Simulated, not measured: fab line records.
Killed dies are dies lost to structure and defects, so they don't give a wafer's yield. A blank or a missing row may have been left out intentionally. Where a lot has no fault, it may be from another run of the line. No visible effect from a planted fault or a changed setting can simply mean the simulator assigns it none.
2 desks, one fault / flow sky130 / each desk holds nothing but its own numbers, with what lay behind them at the end

## THE METROLOGY DESK
Means of the sampled wafers that have a number, per lot and without regard to the tool the lot ran on: this is what the gauges read. The brackets show how far a lot's mean lies from the usual mean; more than 4 standard deviations puts the lot out of limits, marked OUT.
Columns: A = VIA4_HDPCVD_THK at SKY_VIA4_THK_MEAS_01, usual 1755 nm
lot=L440; first seen here=day 43 11:37; A=1756
lot=L439; first seen here=day 43 13:34; A=1741
lot=L442; first seen here=day 43 14:43; A=1750
lot=L443; first seen here=day 43 14:46; A=1748
lot=L441; first seen here=day 43 15:01; A=1776
lot=L454; first seen here=day 46 06:08; A=1756
lot=L452; first seen here=day 46 10:28; A=1773
lot=L457; first seen here=day 47 04:18; A=1736
lot=L460; first seen here=day 47 12:41; A=1764
lot=L459; first seen here=day 47 13:04; A=1758
lot=L461; first seen here=day 47 15:35; A=1763
lot=L458; first seen here=day 47 15:59; A=1741
This desk found nothing out of limits on any of the 12 lots.

## AT THE TOOL OWNER'S DESK: rie diel-03
The tool's own readings at SKY_METAL4_ETCH_17 (etches SiO2 in C4F8/O2/Ar, stops on TiN, time 3.9 s, target depth 15 nm): means of the sampled wafers that have a number, for each lot that ran on this tool. The brackets show how far a lot's mean lies from the usual mean; more than 4 standard deviations puts the lot out of limits, marked OUT.
Columns: A = oes product au at SKY_METAL4_ETCH_17, usual 0.755 a.u.
lot=L439; first seen here=day 43 12:36; A=0.747
lot=L442; first seen here=day 43 13:37; A=0.756
lot=L454; first seen here=day 46 05:10; A=0.756
lot=L452; first seen here=day 46 09:16; A=0.751
This desk found nothing out of limits on any of the 4 lots.

## PUT TOGETHER
From the metrology desk's view, nothing was out of limits.
Nothing out of limits was seen by the tool owner's desk.

## WHAT THE SIMULATOR HAD INSERTED
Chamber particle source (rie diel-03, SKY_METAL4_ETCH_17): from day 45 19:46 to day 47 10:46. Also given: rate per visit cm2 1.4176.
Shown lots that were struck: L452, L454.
